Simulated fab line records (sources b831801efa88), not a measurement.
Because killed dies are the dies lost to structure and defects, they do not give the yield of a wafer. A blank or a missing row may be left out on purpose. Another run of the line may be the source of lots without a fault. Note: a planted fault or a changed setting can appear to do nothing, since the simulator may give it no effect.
Comparing a struck lot with a sound one ; flow sfqLine ; 18 out of 325 route steps
Sound: these wafers, L977.2, L977.4, L977.6. Wafers L978.1, L978.4, L978.6 were the ones struck. At the end, the cause is stated.
For every step that has rows: the tool of each side, followed by ch and its chambers, followed by its first start. Under that, the readings that differ: sound wafers ; struck wafers ; difference of the means ; sigmas: that difference in standard deviations of wafers without a fault.
alike: readings with means less than 2 such deviations apart, plus words and numbers identical on both sides. not compared: withheld readings, readings lacking a value on some wafer, bounds such as >300 that could conceal the same value, and numbers that have no deviation in the record and whose values overlap.
A row with sigmas, a row that says differs or no value, or rows on one side alone: a step with any of these is where the two part. Non-overlapping numbers with no deviation appear without sigmas and do not part them. A reading that every wafer of one side lacks parts them only if that side has two wafers or more.

SFQ_TRILAYER_M6_BARC_OPEN_METAL_ETCH_206: etches BARC in O2, target depth 125 nm, time 41.7 s.
  sound on rieMetal-02 ch 0, day 73 00:38; struck on rieMetal-04 ch 0, day 73 01:50
  alike: drypumpMotorCurrentA, oesProductAu
  not compared: rfHoursCounterH
then, 1 step without rows for these wafers: SFQ_TRILAYER_M6_ETCH_METAL_ETCH_162 (etches Nb in Cl2/Ar, stops on SiO2, target depth 240 nm, time 120 s).
SFQ_TRILAYER_M6_STRIP_STRIP_163: strips in O2.
  sound on rieMetal-02 ch 0, day 73 00:49; struck on rieMetal-04 ch 0, day 73 02:01
  alike: drypumpMotorCurrentA, oesProductAu
  not compared: rfHoursCounterH
then, 1 step without rows for these wafers: SFQ_TRILAYER_M6_STRIP_SOLV_CLEAN_164 (cleans in NMP, time 600 s).
SFQ_TRILAYER_I6_DEP_PECVD_165: deposits SiO2 from SiH4/N2O, time 111.11 s, target thk 500 nm.
  sound on pecvd-03 ch 0,2, day 73 01:35; struck on pecvd-04 ch 0,1, day 73 02:47
  alike: heaterPowerW, throttleValvePct
SFQ_TRILAYER_I6_CMP_CMP_166: polishes SiO2.
  sound on cmp-01 ch 0,1, day 73 10:04; struck on cmp-02 ch 1,2, day 73 12:05
reading;sound;struck;difference;sigmas
motorCurrentA (A);11.4 11.9 10.8;9.2 9.5 9.7;-1.9;-2
  alike: timeToEndpointS
SFQ_I6_BOW_MEAS_941:
  struck on filmMetro-03, day 73 15:05; sound on filmMetro-04, day 73 13:05
  alike: I6_BOW
SFQ_TRILAYER_I6_METRO_MEASURE_167:
  struck on filmMetro-03, day 73 15:12; sound on filmMetro-04, day 73 13:23
  alike: thkNm
then, 4 steps without rows for these wafers: SFQ_TRILAYER_I6_VIA_LITHO_COAT_174 (resist thk 62 nm); SFQ_TRILAYER_I6_VIA_LITHO_COAT_169 (resist thk 650 nm); SFQ_TRILAYER_I6_VIA_LITHO_SOFTBAKE_173; SFQ_TRILAYER_I6_VIA_LITHO_EXPOSE_170 (exposes mask I6, target cd 700 nm).
SFQ_TRILAYER_I6_VIA_LITHO_PEB_172: peb time 60 s.
  sound on lithoTrack-01 ch 0, day 73 17:47; struck on lithoTrack-04 ch 0, day 73 22:27
reading;sound;struck;difference;sigmas
heaterPowerTotalW (W);79.14 79.19 79.14;80.05 79.96 80.09;+0.88;+13
plateTempC (C);114.95 115.00 115.23;115.96 116.08 116.05;+0.97;+7
then, 1 step without rows for these wafers: SFQ_TRILAYER_I6_VIA_LITHO_DEVELOP_171 (time 60 s).
SFQ_I6_OVL_MEAS_942:
  struck on overlay-02, day 73 22:45; sound on overlay-02, day 73 18:04
  alike: I6_OVL
SFQ_TRILAYER_I6_VIA_BARC_OPEN_VIA_ETCH_235: etches BARC in O2, target depth 125 nm, time 41.7 s.
  sound on rieDiel-02 ch 0,3, day 73 18:05; struck on rieDiel-02 ch 2,3, day 73 22:47
reading;sound;struck;difference;sigmas
model.I6.cdNm (nm);698.8 698.9 699.7;713.3 714.3 714.5;+14.9;
  alike: drypumpMotorCurrentA, oesProductAu
  not compared: rfHoursCounterH
SFQ_TRILAYER_I6_VIA_ETCH_VIA_ETCH_172: etches SiO2 in CHF3, stops on Nb, target depth 260 nm.
  sound on rieDiel-02 ch 0,3, day 73 18:08; struck on rieDiel-02 ch 2,3, day 73 22:50
reading;sound;struck;difference;sigmas
model.I6.cdNm (nm);699.9 696.7 697.9;716.3 714.5 713.3;+16.5;
  alike: drypumpMotorCurrentA, oesProductAu
then, 1 step without rows for these wafers: SFQ_TRILAYER_I6_VIA_STRIP_STRIP_173 (strips in O2).

## WHERE THEY PART
Last at SFQ_TRILAYER_I6_VIA_LITHO_PEB_172 as far as this record goes, first at SFQ_TRILAYER_I6_CMP_CMP_166. Later steps at which nothing parts them and some readings are alike: SFQ_I6_OVL_MEAS_942, SFQ_TRILAYER_I6_VIA_BARC_OPEN_VIA_ETCH_235, SFQ_TRILAYER_I6_VIA_ETCH_VIA_ETCH_172.

WHY: whatever the simulator had introduced
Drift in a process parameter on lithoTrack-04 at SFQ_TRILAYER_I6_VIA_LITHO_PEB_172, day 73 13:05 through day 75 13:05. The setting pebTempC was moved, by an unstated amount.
